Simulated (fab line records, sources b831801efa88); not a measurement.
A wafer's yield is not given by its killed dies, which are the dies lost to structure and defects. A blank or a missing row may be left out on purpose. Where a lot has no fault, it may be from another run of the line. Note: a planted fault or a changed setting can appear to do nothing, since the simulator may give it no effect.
Split-lot study + flow sky130 + 23 wafers read from 5 lots, route of 708 steps

## THE SPLIT
At SKY_CAPM_SPUTTER_02 (material TiN, target thk 200 nm, time 166.7 s), the setting power_w was moved away from the recipe's 6500 W on 9 of the 23 wafers read, by -11.5% to +10.1%. For the rest of the wafers, this setting stayed at what the recipe calls for.

## BETWEEN THE SPLIT AND THE READING: the file shows 1 step in between
- SKY_CAPM_RS_MEAS_03: measures by four-point-probe

## THE READING
CAPM_TIN_THK, in nm, at SKY_CAPM_THK_MEAS_04 (measures by xrf). On this fab line, fault-free wafers typically give 202 nm with a standard deviation of 3.3 nm.

| wafer  | tool, chamber at the split | power_w as run, W | against the recipe | CAPM_TIN_THK, nm | against lot-mates on the recipe |
|--------|----------------------------|-------------------|--------------------|------------------|---------------------------------|
| L074.1 | pvd_sputter-01, -          | 6500              | recipe             | 201              | -                               |
| L074.2 | pvd_sputter-01, -          | 6500              | recipe             | 203              | -                               |
| L074.5 | pvd_sputter-01, -          | 6500              | recipe             | 203              | -                               |
| L077.2 | pvd_sputter-01, -          | 6500              | recipe             | 207              | -                               |
| L077.3 | pvd_sputter-01, -          | 5786              | -11.0%             | 179              | -26                             |
| L077.4 | pvd_sputter-01, -          | 6500              | recipe             | 204              | -                               |
| L077.5 | pvd_sputter-01, -          | 5786              | -11.0%             | 185              | -20                             |
| L077.6 | pvd_sputter-01, -          | 6500              | recipe             | 204              | -                               |
| L078.1 | pvd_sputter-01, -          | 6500              | recipe             | 205              | -                               |
| L078.3 | pvd_sputter-01, -          | 5751              | -11.5%             | 182              | -23                             |
| L078.4 | pvd_sputter-01, -          | 5751              | -11.5%             | 185              | -20                             |
| L078.5 | pvd_sputter-01, -          | 6500              | recipe             | 205              | -                               |
| L078.6 | pvd_sputter-01, -          | 5751              | -11.5%             | 179              | -26                             |
| L080.1 | pvd_sputter-01, -          | 6500              | recipe             | 206              | -                               |
| L080.2 | pvd_sputter-01, -          | 6153              | -5.3%              | 192              | -12                             |
| L080.3 | pvd_sputter-01, -          | 6500              | recipe             | 202              | -                               |
| L080.5 | pvd_sputter-01, -          | 6153              | -5.3%              | 193              | -11                             |
| L080.6 | pvd_sputter-01, -          | 6500              | recipe             | 203              | -                               |
| L084.1 | pvd_sputter-01, -          | 7156              | +10.1%             | 218              | +15                             |
| L084.2 | pvd_sputter-01, -          | 6500              | recipe             | 204              | -                               |
| L084.3 | pvd_sputter-01, -          | 6500              | recipe             | 201              | -                               |
| L084.4 | pvd_sputter-01, -          | 7156              | +10.1%             | 222              | +19                             |
| L084.6 | pvd_sputter-01, -          | 6500              | recipe             | 203              | -                               |

THE FIT
A straight line over all 23 wafers: CAPM_TIN_THK changes by +1.83 nm for each +1% of power_w; r = +0.98; the points scatter about the line by 2.1 nm.
The same after taking each lot's own level away (the mean of its wafers on the recipe; 23 wafers): +1.94 nm for each +1%; r = +0.99; scatter 1.9 nm.
On that fit, the largest move of power_w shifts the reading by 22 nm.
Across the lots, their own levels run from 202.3 to 205.0 nm, a range of 0.8 times the standard deviation given above.
Consequently the slope shifts little with the lot-to-lot level, the two slopes agreeing.
Check: -22.8 nm against its lot-mates is what the line predicts for one of the wafers moved furthest among these (-11.5%) when that wafer is left out of the fit. Against them it came out at -23 nm.

## THE OTHER SPLITS THESE WAFERS WENT THROUGH
Other splits were also applied to these wafers ahead of the reading. Each is held against what the fit with the lots' levels taken away leaves over:
| other split on the same wafers | wafers away from the commonest value | r with CAPM_TIN_THK (lot level and that fit taken away) |
|--------------------------------|--------------------------------------|---------------------------------------------------------|
| SKY_VIA2_ETCH_15 source_w      | 8                                    | -0.29                                                   |

## THE WHOLE CHAIN: every reading that the file lists as answering this split, in the file's order
| step                 | what it does                                  | reading                                                                        | change (the file's fit)              | r (the file's) |
|----------------------|-----------------------------------------------|--------------------------------------------------------------------------------|--------------------------------------|----------------|
| SKY_CAPM_SPUTTER_02  | material TiN, target thk 200 nm, time 166.7 s | TiN_of_CAPM_SPUTTER_02.thk_nm (the simulator's own value, which no gauge read) | +1.94 nm for each +1% of the setting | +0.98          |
| SKY_CAPM_RS_MEAS_03  | measures by four-point-probe                  | CAPM_TIN_RS                                                                    | -0.0704 for each +1% of the setting  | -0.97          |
| SKY_CAPM_THK_MEAS_04 | measures by xrf                               | CAPM_TIN_THK                                                                   | +1.97 for each +1% of the setting    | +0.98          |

## FILE'S OWN FIT
CAPM_TIN_THK changes by +1.97 nm for each +1% of power_w, r = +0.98.
